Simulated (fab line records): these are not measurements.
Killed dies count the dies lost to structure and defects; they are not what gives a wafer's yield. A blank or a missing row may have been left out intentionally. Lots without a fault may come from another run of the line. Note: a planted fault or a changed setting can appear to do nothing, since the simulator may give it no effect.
8D (eight disciplines) problem report, filled in by code | flow gf180mcu | the parts of the form that need people (team, actions taken, sign-off) are left out

## 1. PROBLEM STATEMENT
Mean V4_CVD_00_THK at GF_V4_THK_MEAS_01: 504 nm over 2 wafers in 2 lots; fault-free wafers: 601 nm, standard deviation 6.9. That puts it -14 standard deviations away from the usual mean.
Seen first at day 29 00:04 on film-metro-04, wafer L982.6. Wafers with a number at this step in the record: 39, from 13 lots. The rule behind "out" and "out of limits": a value lying over 4 standard deviations away from the usual mean. The other wafers with a number count as sound.

## 2. WHAT IT IS; WHAT IT IS NOT
question                    | is                           | is not
which readings at this step | V4_CVD_00_THK                | -
which lots                  | L982, L984                   | L966, L968, L970, L971, L974, L975, L976, L978, L986, L988, L989
which wafers of those lots  | L982.6, L984.4               | L982.3, L982.5, L984.3, L984.6
read on which gauges        | film-metro-02, film-metro-04 | film-metro-01
when                        | from day 29 00:04            | up to then (26 sound wafers); but 11 sound wafers of L984, L986, L988, L989 came after

## 3. WHAT RULES OUT EACH SUSPECT
Counting: any tool at a process step up to the reading remains a suspect provided it ran every lot that is out. Sound lots after the first of them don't rule it out here, since some wafers of a struck lot are sound.
- the gauge at GF_V4_THK_MEAS_01 is ruled out. Those wafers that are out were read across 2 gauges (film-metro-02, film-metro-04).
- hdpcvd-01 at GF_V4_CVD_00 (deposits SiO2, target thk 600 nm, time 100 s): kept. It ran every lot that is out, first L982 (day 28 23:58); its last sound lot up to then is L978 (day 27 17:14). Its own readings are out on those wafers: sih4-flow-sccm.
- In hdpcvd-01 at GF_V4_CVD_00, the wafers that are out were processed in chamber 2 and their sound lot-mates in chambers 0, 1.
The count leaves hdpcvd-01 at GF_V4_CVD_00.

## 4. THE CAUSE (what the simulator had put in)
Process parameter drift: hdpcvd-01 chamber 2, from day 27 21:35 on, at GF_V4_CVD_00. From 60, the setting sih4-flow-sccm moved by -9. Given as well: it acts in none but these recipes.
The count eliminated every tool but this one.

## 5. SEQUENCE OF EFFECTS, ordered by route
Rows list readings where the struck wafers' mean (over those with a number) sits beyond 3 standard deviations from the usual. Scope: only readings with a usual standard deviation given in the record; hours: median across lots of the time from each lot's start at the first step in this table that gives one to its start at this step; sigmas: change in usual standard deviations.
hours | step              | reading        | usual      | on struck wafers | change | sigmas
0     | GF_V4_CVD_00      | sih4-flow-sccm | 60.01 sccm | 51.16            | -8.85  | -52
0     | GF_V4_THK_MEAS_01 | V4_CVD_00_THK  | 601 nm     | 504              | -97    | -14
Its process steps:
- GF_V4_CVD_00: deposits SiO2, target thk 600 nm, time 100 s.
At these later measuring or inspecting steps, every struck wafer for which the step has a row has a number for every such reading, and none has moved that far: GF_V4_THK_MEAS_03, GF_V4_CD_MEAS_14.

## 6. HOW IT WOULD HAVE BEEN CAUGHT EARLIER
26 hours passed between the start of the fault at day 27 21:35 and the first reading out of limits at a measuring or inspecting step in this record, taken at day 29 00:04.
The tool's own readings at GF_V4_CVD_00 were out on every struck wafer that the step has a row for (sih4-flow-sccm): an alarm limit on them would have fired on the first of those.
Of the lots that are out (2), L984 began GF_V4_CVD_00 on hdpcvd-01 after day 29 00:04. Putting the tool on hold at that point would have spared it.
